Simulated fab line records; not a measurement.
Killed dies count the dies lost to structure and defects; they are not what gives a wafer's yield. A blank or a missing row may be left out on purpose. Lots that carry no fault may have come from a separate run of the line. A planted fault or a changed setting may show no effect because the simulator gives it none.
fab line records ; flow sky130
record: lots: 6; wafers: 18; last-day: 51
route steps=708 shown RES_PROTECT@211 POLY_GATE@213 PAD_OPEN@708
lots that met no fault: taken from a fault-free run of the same line
start-h: start of the lot's first displayed wafer, in hours after the record's first day ; wait-h: how many hours have passed since the lot's step before this one ; " the same as in the row above ; L1.1+2: a single row standing in for several wafers ; - no value present, or no start provided ; * or withheld: withheld ; < > ~ a bound
route shown NAME@n: NAME is a module with steps in the file, n the number in the route of the first one ; usual: the fault-free wafers' mean and standard deviation ; same: alike in all rows ; chamber/n: place in a boat ; sites: per-site readings ; _std_site: the values' standard deviation ; _edge_site: mean of outer sites minus mean of inner sites ; radius-mm: for every site, how far away it sits from the centre of the wafer ; mask NAME#n: copy n ; behind: the last tool/chamber to shape the wafer ; hold: cause of the lot's hold/its duration in hours/its outcome ; device: names the non-switching transistor (n, p or np) ; end of line: the route-end tests of the same wafers ; a step given without rows: its recipe and nothing more ; killed: the dies lost at the first sort to structure and to defects; this is not the yield of the wafer ; map: the dies of a wafer, with x for killed, . for not killed, _ for no die there
set.NAME: setting as actually run; set.NAME@STEP: the setting as run at that earlier step ; model.NAME: the simulator's own value behind a step, which no gauge read
lots seen at some steps along the route; tables by step, rows by wafer
services: when a tool's chamber went out of use (start-h, in hours from the record's first day, below 0 if earlier), for how many hours, and the reason
== steps ==
step: SKY_RES_PROTECT_PEB_05
recipe: temp-c: withheld; time-s: *; resist: NOVOLAK
step: SKY_RES_PROTECT_DEVELOP_06
recipe: resist: NOVOLAK; developer: TMAH; develop-time-s: 60; dev-temp-c: 23
step: SKY_POLY_GATE_IMPLANT_02
recipe: species: P; energy-kev: 30; dose-cm2: 7.7e+15; tilt-deg: 0
step: SKY_RES_PROTECT_STRIP_07
recipe: chemistry: O2/N2; power-w: 1400; pressure-mtorr: 1500; platen-temp-c: withheld; o2-flow-sccm: 3000; n2-flow-sccm: 300; overash-fraction: 0.5
usual: drypump-motor-current-A: 5.6/0.55; oes-product-au: 0.518/0.0047; strip-time-to-endpoint-s: 23.29/0.039
lot.wafer;tool;chamber;start-h;wait-h;drypump-motor-current-A;oes-product-au;rf-hours-counter-h;strip-time-to-endpoint-s
L581.3;plasma-asher-03;0;336.11;0.1;6.3;0.517;-;23.29
L581.5;plasma-asher-03;0;336.11;0.1;6.3;0.518;-;23.24
L581.6;plasma-asher-03;1;336.11;0.1;5.8;0.520;-;23.29
L593.3;plasma-asher-03;0;451.76;0.1;6.3;0.525;-;23.27
L593.4;plasma-asher-03;1;451.76;0.1;5.8;0.506;-;23.25
L593.5;plasma-asher-03;1;451.76;0.1;5.8;0.507;-;23.26
L594.3;plasma-asher-04;1;474.27;0.1;4.9;0.519;-;23.31
L594.5;plasma-asher-04;0;474.27;0.1;5.2;0.512;-;23.28
L594.6;plasma-asher-04;1;474.27;0.1;4.8;0.513;-;23.37
L600.4;plasma-asher-03;1;533.81;0.1;5.8;0.520;-;23.27
L600.5;plasma-asher-03;0;533.81;0.1;6.4;0.524;-;23.33
L600.6;plasma-asher-03;1;533.81;0.1;5.8;0.515;-;23.32
L602.1;plasma-asher-04;1;542.52;0.1;4.9;0.517;12;23.33
L602.2;plasma-asher-04;0;542.52;0.1;5.2;0.517;12;23.31
L602.3;plasma-asher-04;0;542.52;0.1;5.2;0.519;-;23.28
L604.1;plasma-asher-01;0;550.58;0.1;5.7;0.510;74;23.33
L604.3;plasma-asher-01;0;550.58;0.1;5.7;0.520;-;23.24
L604.6;plasma-asher-01;1;550.58;0.1;4.8;0.522;-;23.26
step: SKY_RES_PROTECT_TW_MEAS_08
usual: POLY_GATE_TW: 4042/23
lot.wafer;tool;chamber;start-h;wait-h;POLY_GATE_TW
L581.3;film-metro-03;-;336.20;0.1;4072
L581.5;film-metro-03;-;336.20;0.1;4058
L581.6;film-metro-03;-;336.20;0.1;4059
L593.3;film-metro-04;-;451.85;0.1;4028
L593.4;film-metro-04;-;451.85;0.1;4031
L593.5;film-metro-04;-;451.85;0.1;4037
L594.3;film-metro-01;-;474.35;0.1;4011
L594.5;film-metro-01;-;474.35;0.1;4024
L594.6;film-metro-01;-;474.35;0.1;4013
L600.4;film-metro-01;-;533.91;0.1;4034
L600.5;film-metro-01;-;533.91;0.1;4015
L600.6;film-metro-01;-;533.91;0.1;4044
L602.1;film-metro-01;-;542.62;0.1;4007
L602.2;film-metro-01;-;542.62;0.1;4037
L602.3;film-metro-01;-;542.62;0.1;4048
L604.1;film-metro-03;-;550.73;0.1;4050
L604.3;film-metro-03;-;550.73;0.1;4030
L604.6;film-metro-03;-;550.73;0.1;4054
step: SKY_RES_PROTECT_CLEAN_09
recipe: chemistry: SC1/SC2; mix: 1:4:20; temp-c: 70; time-s: 150; dry: n2-spin
step: SKY_POLY_GATE_CVD_03
recipe: material: Si3N4; precursor: DCS/NH3; target-thk-nm: 75; temp-c: 770; time-s: 1290; pressure-mtorr: 250
step: SKY_POLY_GATE_THK_MEAS_04
recipe: reads: Si3N4_of_POLY_GATE_CVD_03
usual: POLY_GATE_CVD_03_THK: 74.9/0.88
lot.wafer;tool;chamber;start-h;wait-h;POLY_GATE_CVD_03_THK[nm]
L581.3;film-metro-04;-;337.67;0.0;75.3
L581.5;film-metro-04;-;337.67;0.0;75.1
L581.6;film-metro-04;-;337.67;0.0;74.6
L593.3;film-metro-01;-;453.32;0.0;75.5
L593.4;film-metro-01;-;453.32;0.0;75.7
L593.5;film-metro-01;-;453.32;0.0;75.3
L594.3;film-metro-01;-;475.82;0.0;74.4
L594.5;film-metro-01;-;475.82;0.0;74.4
L594.6;film-metro-01;-;475.82;0.0;74.0
L600.4;film-metro-04;-;535.38;0.0;74.9
L600.5;film-metro-04;-;535.38;0.0;75.3
L600.6;film-metro-04;-;535.38;0.0;75.0
L602.1;film-metro-01;-;545.26;0.0;76.6
L602.2;film-metro-01;-;545.26;0.0;76.1
L602.3;film-metro-01;-;545.26;0.0;76.1
L604.1;film-metro-04;-;552.20;0.0;75.5
L604.3;film-metro-04;-;552.20;0.0;76.5
L604.6;film-metro-04;-;552.20;0.0;76.0
step: SKY_POLY_GATE_DEHYDRATE_05
recipe: temp-c: 200; time-s: 60
step: SKY_POLY_GATE_HMDS_06
recipe: prime-time-s: 60; prime-temp-c: 120
step: SKY_POLY_GATE_COAT_07
recipe: resist: BARC; temp-c: withheld; time-s: withheld; spin-rpm: 3000; resist-thk-nm: 110
step: SKY_POLY_GATE_COAT_08
recipe: resist: KrF-thick; spin-rpm: 3000; resist-thk-nm: 450
step: SKY_POLY_GATE_SOFTBAKE_09
recipe: temp-c: 100; time-s: 90; resist: KrF-thick
usual: run-length-s: 119.1/0.31
lot.wafer;tool;chamber;start-h;wait-h;run-length-s
L581.3;litho-track-02;0;351;-;119.0
L581.5;litho-track-02;0;351;-;119.2
L581.6;litho-track-02;0;351;-;118.8
L593.3;litho-track-04;0;467;-;119.4
L593.4;litho-track-04;0;467;-;123.1
L593.5;litho-track-04;0;467;-;123.1
L594.3;litho-track-04;0;490;-;119.5
L594.5;litho-track-04;0;490;-;123.3
L594.6;litho-track-04;0;490;-;119.5
L600.4;litho-track-02;0;550;-;119.0
L600.5;litho-track-02;0;550;-;118.8
L600.6;litho-track-02;0;550;-;118.9
L602.1;litho-track-04;0;560;-;119.5
L602.2;litho-track-04;0;560;-;119.5
L602.3;litho-track-04;0;560;-;119.6
L604.1;litho-track-04;0;567;-;119.5
L604.3;litho-track-04;0;567;-;119.7
L604.6;litho-track-04;0;567;-;119.7
step: SKY_POLY_GATE_EXPOSE_10
recipe: mask-id: P1M; na: 0.68; source-shape: conventional; sigma-outer: 0.6; target-cd-nm: 150; dose-mj: 28
step: SKY_PAD_OPEN_PROBE_99
usual: killed_at_M0_to_M3: 44/7.4; killed_at_M4_up: 3.1/1.8; killed-at-contacts: 25/6; killed-at-front-end: 15/4.4; killed-at-other: 0.3/0.49; killed-dies: 88/10; killed-open: 48/7.4; killed-short: 39/6.3
same: gross-dies: 492; killed-at-back-side: 0
lot.wafer;tool;chamber;start-h;wait-h;killed_at_M0_to_M3;killed_at_M4_up;killed-at-contacts;killed-at-front-end;killed-at-other;killed-dies;killed-open;killed-short
L581.3;prober-02;-;1078.62;0.2;47;4;24;16;0;91;51;40
L581.5;prober-02;-;1078.72;0.2;46;1;17;20;1;85;46;39
L581.6;prober-02;-;1078.77;0.2;34;2;19;9;0;64;30;34
L594.3;prober-01;-;1171.27;0.2;54;1;27;16;0;98;55;43
L594.5;prober-01;-;1171.37;0.2;47;3;18;18;0;86;48;37
L594.6;prober-01;-;1171.42;0.2;34;4;33;11;1;83;46;36
killed by level:class
L581.3 VIA3:geometric-particle:open=11 VIA1:geometric-particle:open=11 CONTACT:geometric-particle:open=7 LI_CONTACT:geometric-particle:open=6 LI_CONTACT:geometric-particle:short=5 VIA2:geometric-particle:open=5 FIELD_ISO:geometric-particle:short=4 METAL1:geometric-particle:short=4
L581.5 METAL1:geometric-particle:short=10 VIA1:geometric-particle:open=10 FIELD_ISO:geometric-particle:short=8 CONTACT:geometric-particle:open=8 VIA2:geometric-particle:open=7 POLY_GATE:geometric-particle:open=5 VIA2:geometric-particle:short=4 METAL2:geometric-particle:short=4
L581.6 LI_CONTACT:geometric-particle:open=8 VIA3:geometric-particle:open=6 METAL1:geometric-particle:short=5 CONTACT:geometric-particle:open=5 VIA2:geometric-particle:short=5 METAL3:geometric-particle:short=4 FIELD_ISO:geometric-particle:short=3 CONTACT:geometric-particle:short=3
L594.3 CONTACT:geometric-particle:open=13 VIA1:geometric-particle:open=12 VIA1:geometric-particle:short=8 METAL1:geometric-particle:short=6 LI_CONTACT:geometric-particle:open=6 POLY_GATE:geometric-particle:open=5 LI_CONTACT:geometric-particle:short=5 METAL2:geometric-particle:short=5
L594.5 VIA1:geometric-particle:open=12 CONTACT:geometric-particle:open=9 METAL1:geometric-particle:short=6 VIA2:geometric-particle:open=6 VIA1:geometric-particle:short=6 FIELD_ISO:geometric-particle:short=5 CONTACT:geometric-particle:short=5 METAL2:geometric-particle:short=5
L594.6 CONTACT:geometric-particle:open=11 VIA1:geometric-particle:open=10 CONTACT:geometric-particle:short=8 LI_CONTACT:geometric-particle:open=7 POLY_GATE:geometric-particle:short=5 VIA3:geometric-particle:short=5 VIA3:geometric-particle:open=4 POLY_CUT:geometric-particle:open=3
== services ==
tool;chamber;start-h;hours;kind
litho-track-02;-;322.15;-;consumable-replace:filter
plasma-asher-01;-;340.67;2.8;pm
plasma-asher-01;-;370.09;15.9;pm
plasma-asher-01;-;397.68;13.3;repair
plasma-asher-01;-;415.23;0.5;repair
plasma-asher-04;-;421.25;9.0;pm
plasma-asher-04;0;421.25;9.0;vent-cycle
plasma-asher-04;1;421.25;9.0;vent-cycle
plasma-asher-04;0;430.25;-;clean
plasma-asher-04;1;430.25;-;clean
plasma-asher-03;-;456.20;14.6;pm
plasma-asher-04;-;476.36;1.3;repair
plasma-asher-03;-;536.17;4.3;pm
plasma-asher-01;-;539.71;0.5;repair
plasma-asher-04;-;555.30;6.8;repair
== key ==
first-sign: step: SKY_POLY_GATE_SOFTBAKE_09; reading: run-length-s; direction: up; sigmas: 13; usual: *; struck: *
effect none on later readings
met-at SKY_POLY_GATE_SOFTBAKE_09
struck-wafers L593.4,L593.5,L594.5
tester-left-out L593,L594
fault: kind: process-parameter-drift; tool: litho-track-04; chamber: -; onset-h: 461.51; steps: SKY_POLY_GATE_SOFTBAKE_09; channel: time-s; offset: *; shape: step; end-h: 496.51; scope: struck-wafers-only; acts-in: *; stated: *
tester-left-out: of these lots the tester's yield and bins aren't shown, on N5 and GAA mostly nor the transistor test; their killed dies are dies lost to structure and defects alone, not to doping, threshold or leakage, so they don't give the yield
